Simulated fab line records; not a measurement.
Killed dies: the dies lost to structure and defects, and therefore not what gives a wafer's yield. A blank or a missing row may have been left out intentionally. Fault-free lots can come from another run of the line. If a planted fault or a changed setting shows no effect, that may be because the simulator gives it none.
fab line records -- flow sky130
[record] lots = 5, wafers = 15, last_day = 50
route steps=708 shown CAP2M@603
lots with no fault: from the same line, run without faults
start_h: hours from the record's first day to the start of the lot's first wafer shown -- wait_h: how many hours have passed since the lot's step before this one -- " as in the row above -- L1.1+2: one row covering several wafers at once -- - either no value or no given start -- * or withheld: withheld -- < > ~ a bound
route shown NAME@n: NAME is a module with steps in the file, n the number in the route of the first one -- usual: mean/standard deviation of fault-free wafers -- same: alike in all rows -- chamber/n: place in a boat -- sites: the reading at each site -- _std_site: standard deviation across them -- _edge_site: the outer-site mean with the inner-site mean subtracted -- radius_mm: for every site, how far away it sits from the centre of the wafer -- mask NAME#n: copy n -- behind: tool/chamber where the wafer was last shaped -- hold: what put the lot on hold/how long, in hours/how the hold closed -- device: which transistor (n, p or np) failed to switch -- end of line: at the end of the route, the tests of the same wafers -- a step with no rows: only its recipe -- killed: dies that structure and defects cost at the first sort, which is not the same as the wafer's yield -- map: shows each die of a wafer: x if killed, . if not, _ if none is there
set.NAME: the run value of the setting; set.NAME@STEP: its run value at that earlier step -- model.NAME: the simulator's own value behind a step, which no gauge read
lots seen at some steps along the route; tables by step, rows by wafer
services: a tool's chamber out of use, with start hour (start_h, from the record's first day; less than 0 if before it), hours out, and reason
[[steps]]
[step SKY_CAP2M_CVD_00]
[recipe] material = SiO2, target_thk_nm = 15.5, temp_c = 400, time_s = withheld, rf_w = 450
[usual] heater_power_outer_w = 404/66, heater_power_w = 684/99
lot.wafer,tool,chamber,start_h,wait_h,heater_power_outer_w,heater_power_w
L080.2,pecvd-01,2,986.70,0.0,404,701
L080.4,pecvd-01,2,986.70,0.0,422,710
L080.5,pecvd-01,0,986.70,0.0,491,786
L084.2,pecvd-03,0,1003.94,0.0,440,727
L084.3,pecvd-03,2,1003.94,0.0,406,659
L084.6,pecvd-03,2,1003.94,0.0,403,668
L092.2,pecvd-02,0,1056.74,0.0,458,799
L092.3,pecvd-02,1,1056.74,0.0,474,816
L092.5,pecvd-02,1,1056.74,0.0,477,849
L095.3,pecvd-01,2,1080.56,0.0,487,800
L095.4,pecvd-01,2,1080.56,0.0,498,795
L095.5,pecvd-01,0,1080.56,0.0,416,703
L096.2,pecvd-03,0,1093.59,0.0,407,663
L096.4,pecvd-03,1,1093.59,0.0,408,704
L096.6,pecvd-03,2,1093.59,0.0,418,660
[step SKY_CAP2M_THK_MEAS_01]
[recipe] reads = SiO2_of_CAP2M_CVD_00
[usual] CAP2M_CVD_00_THK = 15.53/0.24
lot.wafer,tool,chamber,start_h,wait_h,CAP2M_CVD_00_THK[nm]
L080.2,film_metro-04,-,986.73,-,15.57
L080.4,film_metro-04,-,986.73,-,15.62
L080.5,film_metro-04,-,986.73,-,15.52
L084.2,film_metro-02,-,1003.97,-,15.11
L084.3,film_metro-02,-,1003.97,-,15.36
L084.6,film_metro-02,-,1003.97,-,15.42
L092.2,film_metro-01,-,1056.77,-,15.72
L092.3,film_metro-01,-,1056.77,-,15.42
L092.5,film_metro-01,-,1056.77,-,15.64
L095.3,film_metro-02,-,1080.60,-,15.10
L095.4,film_metro-02,-,1080.60,-,15.32
L095.5,film_metro-02,-,1080.60,-,15.68
L096.2,film_metro-02,-,1093.62,-,15.17
L096.4,film_metro-02,-,1093.62,-,15.62
L096.6,film_metro-02,-,1093.62,-,15.49
[step SKY_CAP2M_SPUTTER_02]
[recipe] material = TiN, target_thk_nm = 200, temp_c = 300, power_w = 6244, time_s = 166.7, chamber_pressure_pa = 0.4
[usual] throttle_valve_pct = 29.8/1
lot.wafer,tool,chamber,start_h,wait_h,throttle_valve_pct
L080.2,pvd_sputter-02,-,986.78,0.0,28.4
L080.4,pvd_sputter-02,-,986.78,0.0,29.2
L080.5,pvd_sputter-02,-,986.78,0.0,28.5
L084.2,pvd_sputter-04,-,1004.02,0.0,30.6
L084.3,pvd_sputter-04,-,1004.02,0.0,28.8
L084.6,pvd_sputter-04,-,1004.02,0.0,30.0
L092.2,pvd_sputter-04,-,1056.82,0.0,30.1
L092.3,pvd_sputter-04,-,1056.82,0.0,30.8
L092.5,pvd_sputter-04,-,1056.82,0.0,28.6
L095.3,pvd_sputter-04,-,1080.64,0.0,31.3
L095.4,pvd_sputter-04,-,1080.64,0.0,30.1
L095.5,pvd_sputter-04,-,1080.64,0.0,30.8
L096.2,pvd_sputter-04,-,1093.67,0.0,29.1
L096.4,pvd_sputter-04,-,1093.67,0.0,30.5
L096.6,pvd_sputter-04,-,1093.67,0.0,30.4
[step SKY_CAP2M_RS_MEAS_03]
[recipe] thk_meas_gauge = four-point-probe, reads = TiN_of_CAP2M_SPUTTER_02
[usual] CAP2M_TIN_RS = 7.21/0.1
lot.wafer,tool,chamber,start_h,wait_h,CAP2M_TIN_RS[ohm/sq]
L080.2,film_metro-02,-,986.91,0.1,7.16
L080.4,film_metro-02,-,986.91,0.1,7.21
L080.5,film_metro-02,-,986.91,0.1,7.33
L084.2,film_metro-04,-,1004.15,0.1,7.22
L084.3,film_metro-04,-,1004.15,0.1,7.36
L084.6,film_metro-04,-,1004.15,0.1,7.21
L092.2,film_metro-01,-,1056.95,0.1,7.23
L092.3,film_metro-01,-,1056.95,0.1,7.21
L092.5,film_metro-01,-,1056.95,0.1,7.25
L095.3,film_metro-04,-,1080.79,0.1,7.03
L095.4,film_metro-04,-,1080.79,0.1,7.06
L095.5,film_metro-04,-,1080.79,0.1,7.09
L096.2,film_metro-04,-,1093.80,0.1,7.24
L096.4,film_metro-04,-,1093.80,0.1,7.12
L096.6,film_metro-04,-,1093.80,0.1,7.11
[step SKY_CAP2M_THK_MEAS_04]
[recipe] thk_meas_gauge = xrf, reads = TiN_of_CAP2M_SPUTTER_02
[usual] CAP2M_TIN_THK = 190.1/2.6
lot.wafer,tool,chamber,start_h,wait_h,CAP2M_TIN_THK[nm]
L080.2,film_metro-02,-,987.02,0.1,190.4
L080.4,film_metro-02,-,987.02,0.1,189.0
L080.5,film_metro-02,-,987.02,0.1,186.5
L084.2,film_metro-04,-,1004.26,0.1,190.7
L084.3,film_metro-04,-,1004.26,0.1,186.0
L084.6,film_metro-04,-,1004.26,0.1,189.3
L092.2,film_metro-01,-,1057.06,0.1,189.6
L092.3,film_metro-01,-,1057.06,0.1,189.1
L092.5,film_metro-01,-,1057.06,0.1,188.7
L095.3,film_metro-04,-,1080.89,0.1,196.1
L095.4,film_metro-04,-,1080.89,0.1,194.4
L095.5,film_metro-04,-,1080.89,0.1,194.0
L096.2,film_metro-04,-,1093.91,0.1,190.3
L096.4,film_metro-04,-,1093.91,0.1,192.6
L096.6,film_metro-04,-,1093.91,0.1,192.7
[step SKY_CAP2M_DEHYDRATE_05]
[recipe] temp_c = 200, time_s = 60
lot.wafer,tool,chamber,start_h,wait_h
L080.2+4+5,litho_track-01,0,998.10,11.1
L084.2+3+6,litho_track-03,0,1014.89,10.6
L092.2+3+5,litho_track-01,0,1066.75,9.7
L095.3+4+5,litho_track-03,0,1090.66,9.8
L096.2+4+6,litho_track-03,0,1103.89,10.0
[step SKY_CAP2M_HMDS_06]
[recipe] prime_time_s = 60, prime_temp_c = 120
lot.wafer,tool,chamber,start_h,wait_h
L080.2+4+5,litho_track-01,0,998.25,0.1
L084.2+3+6,litho_track-03,0,1015.04,0.1
L092.2+3+5,litho_track-01,0,1066.90,0.1
L095.3+4+5,litho_track-03,0,1090.81,0.1
L096.2+4+6,litho_track-03,0,1104.04,0.1
[step SKY_CAP2M_COAT_07]
[recipe] resist = NOVOLAK, spin_rpm = 3000, resist_thk_nm = 1140
lot.wafer,tool,chamber,start_h,wait_h
L080.2+4+5,litho_track-01,0,998.40,0.1
L084.2+3+6,litho_track-03,0,1015.19,0.1
L092.2+3+5,litho_track-01,0,1067.05,0.1
L095.3+4+5,litho_track-03,0,1090.96,0.1
L096.2+4+6,litho_track-03,0,1104.19,0.1
[step SKY_CAP2M_SOFTBAKE_08]
[recipe] temp_c = 90, time_s = 60, resist = NOVOLAK
lot.wafer,tool,chamber,start_h,wait_h
L080.2+4+5,litho_track-01,0,998.55,0.1
L084.2+3+6,litho_track-03,0,1015.34,0.1
L092.2+3+5,litho_track-01,0,1067.20,0.1
L095.3+4+5,litho_track-03,0,1091.11,0.1
L096.2+4+6,litho_track-03,0,1104.34,0.1
[step SKY_CAP2M_EXPOSE_09]
[recipe] mask_id = CAP2M, na = 0.6, source_shape = conventional, sigma_outer = 0.6, polarization = unpolarized, target_cd_nm = 1000, dose_mj = 159
[usual] stage_vel_mm_s = 499.99/0.25
lot.wafer,tool,chamber,start_h,wait_h,mask,stage_vel_mm_s
L080.2,iline_stepper-02,0,-,-,CAP2M#0,500.48
L080.4,iline_stepper-02,0,-,-,CAP2M#0,500.39
L080.5,iline_stepper-02,0,-,-,CAP2M#0,499.94
L084.2,iline_stepper-01,0,-,-,CAP2M#0,500.02
L084.3,iline_stepper-01,0,-,-,CAP2M#0,499.89
L084.6,iline_stepper-01,0,-,-,CAP2M#0,500.04
L092.2,iline_stepper-02,0,-,-,CAP2M#0,500.28
L092.3,iline_stepper-02,0,-,-,CAP2M#0,500.01
L092.5,iline_stepper-02,0,-,-,CAP2M#0,500.15
L095.3,iline_stepper-02,0,-,-,CAP2M#0,500.39
L095.4,iline_stepper-02,0,-,-,CAP2M#0,499.92
L095.5,iline_stepper-02,0,-,-,CAP2M#0,500.06
L096.2,iline_stepper-01,0,-,-,CAP2M#0,500.36
L096.4,iline_stepper-01,0,-,-,CAP2M#0,500.48
L096.6,iline_stepper-01,0,-,-,CAP2M#0,500.30
[step SKY_CAP2M_PEB_10]
[recipe] temp_c = withheld, time_s = *, resist = NOVOLAK
lot.wafer,tool,chamber,start_h,wait_h
L080.2+4+5,litho_track-01,0,-,-
L084.2+3+6,litho_track-03,0,-,-
L092.2+3+5,litho_track-02,0,-,-
L095.3+4+5,litho_track-02,0,-,-
L096.2+4+6,litho_track-02,0,-,-
[step SKY_CAP2M_DEVELOP_11]
[recipe] resist = NOVOLAK, developer = TMAH, develop_time_s = 60, dev_temp_c = 23
lot.wafer,tool,chamber,start_h,wait_h
L080.2+4+5,litho_track-01,0,1009.90,0.1
L084.2+3+6,litho_track-03,0,1026.94,0.1
L092.2+3+5,litho_track-02,0,1077.70,0.1
L095.3+4+5,litho_track-02,0,1101.57,0.1
L096.2+4+6,litho_track-02,0,1113.50,0.1
[step SKY_CAP2M_OVL_MEAS_12]
[usual] CAP2M_OVL = -0.7/1.7
lot.wafer,tool,chamber,start_h,wait_h,CAP2M_OVL[nm]
L080.2,overlay-01,-,1010.03,0.1,0.1
L080.4,overlay-01,-,1010.03,0.1,-1.7
L080.5,overlay-01,-,1010.03,0.1,-3.0
L084.2,overlay-02,-,1027.07,0.1,-0.2
L084.3,overlay-02,-,1027.07,0.1,-1.6
L084.6,overlay-02,-,1027.07,0.1,-1.3
L092.2,overlay-01,-,1077.83,0.1,-0.9
L092.3,overlay-01,-,1077.83,0.1,-1.2
L092.5,overlay-01,-,1077.83,0.1,-0.2
L095.3,overlay-01,-,1101.68,0.1,0.4
L095.4,overlay-01,-,1101.68,0.1,1.3
L095.5,overlay-01,-,1101.68,0.1,-1.4
L096.2,overlay-02,-,1113.63,0.1,1.9
L096.4,overlay-02,-,1113.63,0.1,1.6
L096.6,overlay-02,-,1113.63,0.1,1.9
[step SKY_CAP2M_METAL_ETCH_13]
[recipe] target_depth_nm = 220, stop_on = SiO2, chemistry = Cl2/BCl3, target = TiN, pressure_mtorr = 10, icp_w = 900, bias_w = 48.5, Cl2_flow_sccm = 60, bcl3_flow_sccm = 30, time_s = 62.9
[usual] drypump_motor_current_A = 5.8/0.37, oes_product_au = 0.919/0.009, throttle_valve_pct = 21.917/0.011
lot.wafer,tool,chamber,start_h,wait_h,drypump_motor_current_A,oes_product_au,rf_hours_counter_h,throttle_valve_pct
L080.2,rie_metal-03,0,1010.09,0.0,5.5,0.929,-,21.912
L080.4,rie_metal-03,0,1010.09,0.0,5.5,0.916,-,21.926
L080.5,rie_metal-03,0,1010.09,0.0,5.5,0.911,-,21.937
L084.2,rie_metal-02,1,1027.10,0.0,5.8,0.912,6,21.915
L084.3,rie_metal-02,0,1027.10,0.0,5.5,0.905,-,21.911
L084.6,rie_metal-02,1,1027.10,0.0,5.8,0.915,-,21.915
L092.2,rie_metal-02,1,1077.86,0.0,5.8,0.924,9,21.921
L092.3,rie_metal-02,1,1077.86,0.0,5.8,0.919,-,21.915
L092.5,rie_metal-02,1,1077.86,0.0,5.8,0.916,-,21.910
L095.3,rie_metal-04,1,1101.73,0.0,6.4,0.927,-,21.913
L095.4,rie_metal-04,0,1101.73,0.0,6.2,0.931,-,21.913
L095.5,rie_metal-04,0,1101.73,0.0,6.2,0.936,-,21.907
L096.2,rie_metal-02,0,1113.66,0.0,5.5,0.923,23,21.926
L096.4,rie_metal-02,1,1113.66,0.0,5.8,0.926,-,21.915
L096.6,rie_metal-02,0,1113.66,0.0,5.5,0.926,-,21.901
[step SKY_CAP2M_STRIP_14]
[recipe] chemistry = O2/N2, power_w = 1400, pressure_mtorr = 1500, platen_temp_c = withheld, o2_flow_sccm = 3000, n2_flow_sccm = 300, overash_fraction = 0.5
[usual] drypump_motor_current_A = 5.6/0.46, oes_product_au = 0.710/0.0042, strip_time_to_endpoint_s = 12.66/0.057
lot.wafer,tool,chamber,start_h,wait_h,drypump_motor_current_A,oes_product_au,rf_hours_counter_h,strip_time_to_endpoint_s
L080.2,plasma_asher-01,0,1010.22,0.1,5.2,0.714,57,12.69
L080.4,plasma_asher-01,1,1010.22,0.1,5.2,0.711,-,12.67
L080.5,plasma_asher-01,1,1010.22,0.1,5.2,0.713,-,12.68
L084.2,plasma_asher-01,0,1027.18,0.1,5.2,0.718,59,12.64
L084.3,plasma_asher-01,0,1027.18,0.1,5.2,0.719,-,12.61
L084.6,plasma_asher-01,1,1027.18,0.1,5.2,0.712,-,12.67
L092.2,plasma_asher-02,0,1077.94,0.1,5.9,0.718,1,12.66
L092.3,plasma_asher-02,1,1077.94,0.1,5.4,0.716,-,12.67
L092.5,plasma_asher-02,1,1077.94,0.1,5.4,0.708,-,12.61
L095.3,plasma_asher-01,0,1101.82,0.1,5.2,0.715,-,12.63
L095.4,plasma_asher-01,1,1101.82,0.1,5.2,0.709,-,12.55
L095.5,plasma_asher-01,0,1101.82,0.1,5.2,0.714,-,12.57
L096.2,plasma_asher-01,0,1113.74,0.1,5.2,0.712,68,12.55
L096.4,plasma_asher-01,1,1113.74,0.1,5.2,0.706,-,12.58
L096.6,plasma_asher-01,0,1113.74,0.1,5.2,0.701,-,12.56
[step SKY_CAP2M_STRIP_15]
[recipe] chemistry = post_etch_residue_remover, time_s = 1200, temp_c = 72.5
lot.wafer,tool,chamber,start_h,wait_h
L080.2+4+5,wet_bench-04,3,1010.32,0.1
L084.2+3+6,wet_bench-04,2,1027.28,0.1
L092.2+3+5,wet_bench-03,2,1078.06,0.1
L095.3+4+5,wet_bench-04,2,1101.89,0.0
L096.2+4+6,wet_bench-01,1,1113.84,0.1
[step SKY_CAP2M_CLEAN_16]
[recipe] chemistry = IPA, time_s = 180, temp_c = 25
lot.wafer,tool,chamber,start_h,wait_h
L080.2+4+5,wet_bench-03,0,1010.66,0.0
L084.2+3+6,wet_bench-03,2,1027.62,0.0
L092.2+3+5,wet_bench-04,2,1078.75,0.0
L095.3+4+5,wet_bench-03,2,1102.23,0.0
L096.2+4+6,wet_bench-03,2,1114.18,0.0
[[services]]
tool,chamber,start_h,hours,kind
wet_bench-03,-,972.27,0.9,repair
rie_metal-04,-,997.80,0.9,repair
plasma_asher-02,-,1010.55,5.3,repair
plasma_asher-02,-,1015.91,2.4,repair
pecvd-03,-,1021.32,6.0,pm
wet_bench-01,-,1024.64,8.2,repair
pvd_sputter-04,0,1029.33,-,consumable_replace:kit
pvd_sputter-04,0,1029.33,18.0,scheduled_down
pvd_sputter-04,0,1029.33,18.0,vent_cycle
plasma_asher-02,-,1046.43,1.7,repair
wet_bench-04,-,1046.55,3.1,repair
iline_stepper-01,-,1051.61,5.1,repair
plasma_asher-02,-,1055.25,9.0,pm
iline_stepper-01,-,1056.74,2.1,pm
wet_bench-01,-,1058.00,3.4,repair
pvd_sputter-02,-,1064.29,6.9,repair
iline_stepper-01,-,1065.25,2.5,repair
iline_stepper-02,-,1069.50,1.7,pm
pecvd-03,-,1077.85,14.6,pm
rie_metal-04,-,1084.23,0.6,repair
pvd_sputter-02,-,1088.73,0.6,repair
iline_stepper-02,-,1095.70,2.1,pm
iline_stepper-02,-,1097.78,-,consumable_replace:lamp
pecvd-01,1,1113.63,10.4,repair
[[key]]
fault none
